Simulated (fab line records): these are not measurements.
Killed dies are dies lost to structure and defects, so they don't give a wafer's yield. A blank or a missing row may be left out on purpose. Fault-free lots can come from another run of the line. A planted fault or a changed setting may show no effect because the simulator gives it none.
fab line records    flow sky130
record: lots: 5  wafers: 15  lastDay: 50
route steps=708 shown POLY_CUT@312 SD_P@320 PAD_OPEN@708
lots that met no fault: from a run of the same line without faults
startH: hours from the record's opening day to when the first of the lot's shown wafers began    waitH: how many hours have passed since the lot's step before this one    " as in the row above    L1.1+2: a row that stands for several wafers    - value missing, or start not given    * or withheld: withheld    < > ~ a bound
route shown NAME@n: names a module that has steps shown in the file, with the first one's number in the route    usual: average and standard deviation across the fault-free wafers    same: alike in all rows    chamber/n: place in a boat    sites: readings site by site    _std_site: how widely they spread, as a standard deviation    _edge_site: the outer-site mean with the inner-site mean subtracted    radiusMm: for every site, how far away it sits from the centre of the wafer    mask NAME#n: copy n    behind: tool/chamber where the wafer was last shaped    hold: what put the lot on hold/how long, in hours/how the hold closed    device: transistor that didn't switch, given as n, p or np    end of line: at the end of the route, the tests of the same wafers    where a step has no rows: the recipe by itself    killed: dies lost to structure and defects at the first sort, not the wafer's yield    map: shows each die of a wafer: x if killed, . if not, _ if none is there
set.NAME: the setting the step ran with; set.NAME@STEP: the setting that earlier step ran with    model.NAME: the simulator's own value behind a step, which no gauge read
lots at some steps of the route; a table a step, a row a wafer
services: a tool's chamber out of use, with start hour (startH, from the record's first day; less than 0 if before it), hours out, and reason
== steps ==
step: SKY_POLY_CUT_EXPOSE_05
recipe: maskId: NPCM  na: 0.8  sourceShape: annular  sigmaInner: 0.55  sigmaOuter: 0.85  targetCdNm: 270  doseMj: 32
step: SKY_POLY_CUT_PEB_06
recipe: pebTempC: withheld  pebTimeS: withheld  resist: KrF-thick
step: SKY_POLY_CUT_DEVELOP_07
recipe: developTimeS: 60  resist: KrF-thick  devTempC: 21
step: SKY_POLY_CUT_CD_MEAS_08
recipe: targetCdNm: 270
usual: cdNm: 269.7/1.5
lot.wafer  tool      chamber  startH  waitH  cdNm
L366.1     cdSem-02  -        578.79  -      269.6
L366.2     "         -        "       "      270.3
L366.6     "         -        "       "      269.0
L377.4     cdSem-01  -        656.66  -      272.5
L377.5     "         -        "       "      272.6
L377.6     "         -        "       "      272.2
L383.2     cdSem-01  -        698.83  -      267.9
L383.4     "         -        "       "      271.1
L383.5     "         -        "       "      269.5
L385.1     cdSem-01  -        719.64  -      267.9
L385.4     "         -        "       "      267.9
L385.5     "         -        "       "      268.4
L389.2     cdSem-02  -        746.11  -      270.3
L389.4     "         -        "       "      269.1
L389.6     "         -        "       "      270.3
step: SKY_POLY_CUT_OVL_MEAS_09
usual: POLY_CUT_OVL: 3/5.5
lot.wafer  tool        chamber  startH  waitH  POLY_CUT_OVL[nm]
L366.1     overlay-01  -        578.91  0.1    4
L366.2     "           -        "       "      8
L366.6     "           -        "       "      11
L377.4     overlay-02  -        656.74  0.1    -9
L377.5     "           -        "       "      2
L377.6     "           -        "       "      0
L383.2     overlay-02  -        698.94  0.1    10
L383.4     "           -        "       "      11
L383.5     "           -        "       "      7
L385.1     overlay-01  -        719.76  0.1    -8
L385.4     "           -        "       "      -4
L385.5     "           -        "       "      -8
L389.2     overlay-02  -        746.21  0.1    5
L389.4     "           -        "       "      8
L389.6     "           -        "       "      8
step: SKY_POLY_CUT_ETCH_10
recipe: chemistry: N2/H2  target: BARC  ionEnergyEv: 200  sourceW: 500  biasW: 100  pressureMtorr: 30  n2FlowSccm: 100  h2FlowSccm: 200  stopOn: SiO2  timeS: 45.9  targetDepthA: 600
usual: chamberPressureMTorr: 30.001/0.029  drypumpMotorCurrentA: 5.7/0.44  oesProductAu: 0.855/0.0049  throttleValvePct: 13.225/0.01
lot.wafer  tool        chamber  startH  waitH  chamberPressureMTorr  drypumpMotorCurrentA  oesProductAu  rfHoursCounterH  throttleValvePct
L366.1     rieDiel-03  2        578.94  0.0    30.046                5.5                   0.860         14               13.234
L366.2     "           3        "       "      30.042                5.9                   0.848         6                13.211
L366.6     "           3        "       "      30.009                6.0                   0.854         -                13.205
L377.4     rieDiel-01  1        656.78  0.0    30.013                5.8                   0.859         -                13.217
L377.5     "           0        "       "      29.964                6.2                   0.857         -                13.224
L377.6     "           2        "       "      30.015                5.8                   0.845         -                13.237
L383.2     rieDiel-01  0        698.97  0.0    29.947                6.2                   0.856         7                13.222
L383.4     "           2        "       "      29.968                5.8                   0.856         2                13.226
L383.5     "           0        "       "      30.001                6.2                   0.855         -                13.194
L385.1     rieDiel-02  1        719.79  0.0    29.970                5.3                   0.851         4                13.241
L385.4     "           0        "       "      30.002                6.5                   0.852         19               13.219
L385.5     "           1        "       "      29.997                5.2                   0.855         -                13.228
L389.2     rieDiel-02  1        746.24  0.0    30.035                5.3                   0.848         4                13.233
L389.4     "           2        "       "      29.972                5.5                   0.851         13               13.217
L389.6     "           2        "       "      29.967                5.5                   0.852         -                13.220
step: SKY_POLY_CUT_ETCH_11
recipe: target: Si3N4  chemistry: CF4/CH2F2/Ar  stopOn: poly-Si  sourceW: 600  biasW: 150  pressureMtorr: 40  cf4FlowSccm: 40  ch2f2FlowSccm: 20  Ar_flow_sccm: 150  timeS: 42.5  targetDepthA: 600
usual: chamberPressureMTorr: 40.00/0.034  drypumpMotorCurrentA: 5.7/0.44  oesProductAu: 0.830/0.0072  throttleValvePct: 14.994/0.009
lot.wafer  tool        chamber  startH  waitH  chamberPressureMTorr  drypumpMotorCurrentA  oesProductAu  rfHoursCounterH  throttleValvePct
L366.1     rieDiel-03  2        578.98  0.0    39.97                 5.5                   0.827         14               15.001
L366.2     "           3        "       "      40.02                 5.9                   0.825         6                14.988
L366.6     "           3        "       "      40.02                 6.0                   0.824         -                15.010
L377.4     rieDiel-01  1        656.82  0.0    39.95                 5.8                   0.834         -                15.004
L377.5     "           0        "       "      40.06                 6.2                   0.829         -                14.993
L377.6     "           2        "       "      40.01                 5.8                   0.835         -                14.989
L383.2     rieDiel-01  0        699.01  0.0    40.01                 6.2                   0.834         7                14.993
L383.4     "           2        "       "      40.02                 5.8                   0.832         2                14.993
L383.5     "           0        "       "      40.05                 6.2                   0.839         -                14.995
L385.1     rieDiel-02  1        719.83  0.0    39.98                 5.2                   0.835         4                14.996
L385.4     "           0        "       "      40.02                 6.5                   0.831         19               15.015
L385.5     "           1        "       "      40.02                 5.2                   0.833         -                14.991
L389.2     rieDiel-02  1        746.28  0.0    39.98                 5.2                   0.816         4                14.998
L389.4     "           2        "       "      39.97                 5.5                   0.835         13               14.998
L389.6     "           2        "       "      39.94                 5.5                   0.825         -                15.005
step: SKY_POLY_CUT_STRIP_12
recipe: chemistry: O2/N2  powerW: 1400  pressureMtorr: 1500  platenTempC: withheld  o2FlowSccm: 3000  n2FlowSccm: 300  overashFraction: 0.5
usual: chamberPressureMTorr: 1499.9/1.5  drypumpMotorCurrentA: 5.8/0.45  oesProductAu: 0.452/0.0043  stripTimeToEndpointS: 5.357/0.017
lot.wafer  tool            chamber  startH  waitH  chamberPressureMTorr  drypumpMotorCurrentA  oesProductAu  rfHoursCounterH  stripTimeToEndpointS
L366.1     plasmaAsher-04  1        579.02  0.0    1498.4                6.0                   0.459         75               5.369
L366.2     "               0        "       "      1498.5                5.8                   0.450         75               5.393
L366.6     "               1        "       "      1499.8                6.0                   0.455         -                5.363
L377.4     plasmaAsher-01  1        656.87  0.0    1500.9                5.6                   0.452         -                5.356
L377.5     "               0        "       "      1498.8                6.4                   0.455         -                5.339
L377.6     "               1        "       "      1499.6                5.6                   0.456         -                5.355
L383.2     plasmaAsher-01  0        699.05  0.0    1500.9                6.4                   0.454         101              5.332
L383.4     "               0        "       "      1497.9                6.4                   0.451         -                5.375
L383.5     "               0        "       "      1498.7                6.4                   0.459         -                5.365
L385.1     plasmaAsher-01  1        719.87  0.0    1499.9                5.6                   0.452         103              5.359
L385.4     "               0        "       "      1499.7                6.4                   0.454         -                5.377
L385.5     "               0        "       "      1501.3                6.4                   0.455         -                5.356
L389.2     plasmaAsher-02  1        746.32  0.0    1503.1                5.4                   0.451         31               5.335
L389.4     "               1        "       "      1498.4                5.4                   0.448         -                5.320
L389.6     "               0        "       "      1499.8                4.9                   0.448         -                5.334
step: SKY_SD_P_DEHYDRATE_00
recipe: tempC: 200  timeS: 60
step: SKY_SD_P_HMDS_01
recipe: primeTimeS: 60  primeTempC: 120
step: SKY_SD_P_COAT_02
recipe: resist: NOVOLAK  spinRpm: 3000  resistThkNm: 1140
step: SKY_SD_P_SOFTBAKE_03
recipe: tempC: 90  timeS: 60  resist: NOVOLAK
step: SKY_SD_P_EXPOSE_04
recipe: maskId: PSDM  na: 0.6  sourceShape: conventional  sigmaOuter: 0.6  polarization: unpolarized  targetCdNm: 380  doseMj: 138
same: sigmaOuter: 0.6
lot.wafer   tool             chamber  startH  waitH  mask
L366.1+2+6  ilineStepper-01  0        593.79  -      PSDM#0
L377.4+5+6  ilineStepper-01  0        671.32  -      PSDM_R1#0
L383.2+4+5  ilineStepper-02  0        713.58  -      PSDM#0
L385.1+4+5  ilineStepper-02  0        733.58  -      PSDM#0
L389.2+4+6  ilineStepper-02  0        760.12  -      PSDM#0
step: SKY_SD_P_PEB_05
recipe: tempC: withheld  timeS: *  resist: NOVOLAK
step: SKY_SD_P_DEVELOP_06
recipe: resist: NOVOLAK  developer: TMAH  developTimeS: 60  devTempC: 23
step: SKY_SD_P_CD_MEAS_07
recipe: targetCdNm: 380
usual: cdNm: 381.0/2.1
lot.wafer  tool      chamber  startH  waitH  hold                     cdNm
L366.1     cdSem-02  -        608.38  0.1    -                        382.6
L366.2     "         -        "       "      -                        380.4
L366.6     "         -        "       "      -                        381.6
L377.4     cdSem-01  -        685.05  0.1    awaitDispo/0.2h/release  407.0
L377.5     "         -        "       "      awaitDispo/0.2h/release  406.8
L377.6     "         -        "       "      awaitDispo/0.2h/release  410.9
L377.4     cdSem-01  -        685.33  0.3    -                        406.6
L377.5     "         -        "       "      -                        407.1
L377.6     "         -        "       "      -                        410.9
L383.2     cdSem-01  -        726.60  0.1    -                        382.3
L383.4     "         -        "       "      -                        381.5
L383.5     "         -        "       "      -                        383.5
L385.1     cdSem-01  -        746.69  0.1    -                        379.1
L385.4     "         -        "       "      -                        375.4
L385.5     "         -        "       "      -                        376.9
L389.2     cdSem-02  -        773.21  0.1    -                        382.2
L389.4     "         -        "       "      -                        382.4
L389.6     "         -        "       "      -                        383.3
step: SKY_SD_P_OVL_MEAS_08
usual: SD_P_OVL: 0.3/1.4
lot.wafer  tool        chamber  startH  waitH  hold                     SD_P_OVL[nm]
L366.1     overlay-01  -        608.50  0.1    -                        -1.8
L366.2     "           -        "       "      -                        -2.6
L366.6     "           -        "       "      -                        -5.0
L377.4     overlay-02  -        688.94  3.6    awaitDispo/3.5h/release  -0.8
L377.5     "           -        "       "      awaitDispo/3.5h/release  -0.8
L377.6     "           -        "       "      awaitDispo/3.5h/release  -0.7
L383.2     overlay-02  -        726.70  0.1    -                        0.4
L383.4     "           -        "       "      -                        0.7
L383.5     "           -        "       "      -                        0.4
L385.1     overlay-01  -        746.81  0.1    -                        -0.4
L385.4     "           -        "       "      -                        0.7
L385.5     "           -        "       "      -                        3.0
L389.2     overlay-02  -        773.31  0.1    -                        -0.5
L389.4     "           -        "       "      -                        -1.3
L389.6     "           -        "       "      -                        0.5
step: SKY_PAD_OPEN_PROBE_99
usual: killed_at_M0_to_M3: 43/7  killed_at_M4_up: 3.1/1.9  killedAtContacts: 25/6.1  killedAtFrontEnd: 15/4.5  killedAtOther: 0.3/0.55  killedDies: 87/8.9  killedOpen: 47/6.4  killedShort: 40/6.6
same: grossDies: 492  killedAtBackSide: 0
lot.wafer  tool       chamber  startH   waitH  killed_at_M0_to_M3  killed_at_M4_up  killedAtContacts  killedAtFrontEnd  killedAtOther  killedDies  killedOpen  killedShort
L366.1     prober-02  -        1091.20  0.1    54                  3                25                17                0              99          53          46
L366.2     prober-02  -        1091.25  0.1    47                  1                42                12                0              102         58          44
L366.6     prober-02  -        1091.45  0.2    38                  0                20                20                1              79          48          31
L377.4     prober-01  -        1146.17  0.2    41                  4                24                23                1              93          45          46
L377.5     prober-01  -        1146.22  0.2    48                  2                14                18                2              84          40          40
L377.6     prober-01  -        1146.27  0.2    43                  2                31                12                1              89          49          38
L385.1     prober-01  -        1185.26  0.1    53                  1                21                18                0              93          50          43
L385.4     prober-01  -        1185.41  0.2    47                  0                27                20                1              95          47          48
L385.5     prober-01  -        1185.46  0.2    48                  3                22                11                0              84          43          41
killed by level:class
L366.1 VIA1:geometricParticle:open=15 CONTACT:geometricParticle:open=11 VIA1:geometricParticle:short=8 FIELD_ISO:geometricParticle:short=7 METAL2:geometricParticle:short=6 FIELD_ISO:geometricParticle:open=5 VIA2:geometricParticle:open=5 VIA3:geometricParticle:open=5
L366.2 CONTACT:geometricParticle:open=15 VIA1:geometricParticle:open=14 LI_CONTACT:geometricParticle:open=9 CONTACT:geometricParticle:short=8 VIA2:geometricParticle:open=8 LI_CONTACT:geometricParticle:short=7 METAL3:geometricParticle:short=6 VIA1:geometricParticle:short=5
L366.6 VIA3:geometricParticle:open=10 VIA2:geometricParticle:open=8 CONTACT:geometricParticle:open=6 LOCAL_INTERCONNECT:geometricParticle:short=6 FIELD_ISO:geometricParticle:short=5 LI_CONTACT:geometricParticle:open=5 VIA1:geometricParticle:open=5 METAL2:geometricParticle:short=5
L377.4 FIELD_ISO:geometricParticle:short=8 CONTACT:geometricParticle:open=7 VIA3:geometricParticle:open=7 LI_CONTACT:geometricParticle:open=5 METAL1:geometricParticle:short=5 METAL2:geometricParticle:short=5 FIELD_ISO:geometricParticle:open=4 LI_CONTACT:geometricParticle:short=4
L377.5 VIA2:geometricParticle:open=13 METAL2:geometricParticle:short=9 VIA1:geometricParticle:open=7 POLY_GATE:geometricParticle:open=6 VIA3:geometricParticle:open=4 POLY_GATE:geometricParticle:short=4 CONTACT:geometricParticle:short=4 METAL1:geometricParticle:short=4
L377.6 CONTACT:geometricParticle:open=15 VIA1:geometricParticle:open=11 METAL2:geometricParticle:short=6 VIA2:geometricParticle:open=5 VIA1:geometricParticle:short=5 FIELD_ISO:geometricParticle:short=4 LI_CONTACT:geometricParticle:open=4 LOCAL_INTERCONNECT:geometricParticle:short=4
L385.1 VIA3:geometricParticle:open=13 CONTACT:geometricParticle:open=10 METAL2:geometricParticle:short=10 VIA1:geometricParticle:open=7 VIA2:geometricParticle:open=7 FIELD_ISO:geometricParticle:short=6 LI_CONTACT:geometricParticle:open=5 POLY_GATE:geometricParticle:short=4
L385.4 VIA1:geometricParticle:open=13 CONTACT:geometricParticle:open=8 POLY_GATE:geometricParticle:open=6 LOCAL_INTERCONNECT:geometricParticle:short=6 VIA3:geometricParticle:open=6 METAL1:geometricParticle:short=6 METAL2:geometricParticle:short=6 VIA1:geometricParticle:short=5
L385.5 CONTACT:geometricParticle:open=11 VIA1:geometricParticle:open=10 VIA3:geometricParticle:open=9 VIA2:geometricParticle:open=6 METAL1:geometricParticle:short=6 POLY_GATE:geometricParticle:short=5 METAL2:geometricParticle:short=5 VIA1:geometricParticle:short=4
== services ==
tool             chamber  startH  hours  kind
plasmaAsher-02   -        592.44  2.4    repair
rieDiel-01       2        598.78  -      clean
rieDiel-01       2        598.78  15.7   scheduledDown
rieDiel-01       2        598.78  15.7   ventCycle
ilineStepper-01  -        600.91  2.1    pm
ilineStepper-01  -        605.43  1.7    pm
rieDiel-02       -        631.89  0.5    repair
rieDiel-02       1        648.00  7.1    repair
rieDiel-03       1        650.87  10.9   repair
rieDiel-01       3        651.72  -      clean
rieDiel-01       3        651.72  22.6   scheduledDown
rieDiel-01       3        651.72  22.6   ventCycle
ilineStepper-02  -        665.16  1.3    repair
rieDiel-02       1        669.45  9.1    repair
rieDiel-01       0        669.76  5.2    repair
ilineStepper-01  -        679.26  10.7   repair
rieDiel-02       2        682.18  26.2   repair
rieDiel-01       1        683.42  1.3    repair
ilineStepper-02  0        684.28  -      calibration
ilineStepper-02  -        721.62  3.1    repair
plasmaAsher-01   -        733.75  9.0    pm
plasmaAsher-01   0        733.75  9.0    ventCycle
ilineStepper-02  -        742.49  1.7    pm
rieDiel-02       2        759.63  2.4    repair
== key ==
firstSign: step: SKY_SD_P_EXPOSE_04  reading: mask  direction: changed
effect: step: SKY_SD_P_CD_MEAS_07  reading: visit  direction: added
effect: step: SKY_SD_P_CD_MEAS_07  reading: cdNm  direction: up  sigmas: 13  usual: 381.0  struck: 408.2
metAt SKY_SD_P_EXPOSE_04
struckWafers L377.4,L377.5,L377.6
testerLeftOut L377
onsetBetween 593.79 671.32
fault: kind: wrongMask  tool: any  chamber: -  onsetH: 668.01  steps: SKY_SD_P_EXPOSE_04  auxCopy: PSDM_R1#0  cdOffsetNm: 27  scope: struckLotsOnly
testerLeftOut: of these lots the tester's yield and bins aren't shown, on N5 and GAA mostly nor the transistor test; their killed dies are dies lost to structure and defects alone, not to doping, threshold or leakage, so they don't give the yield
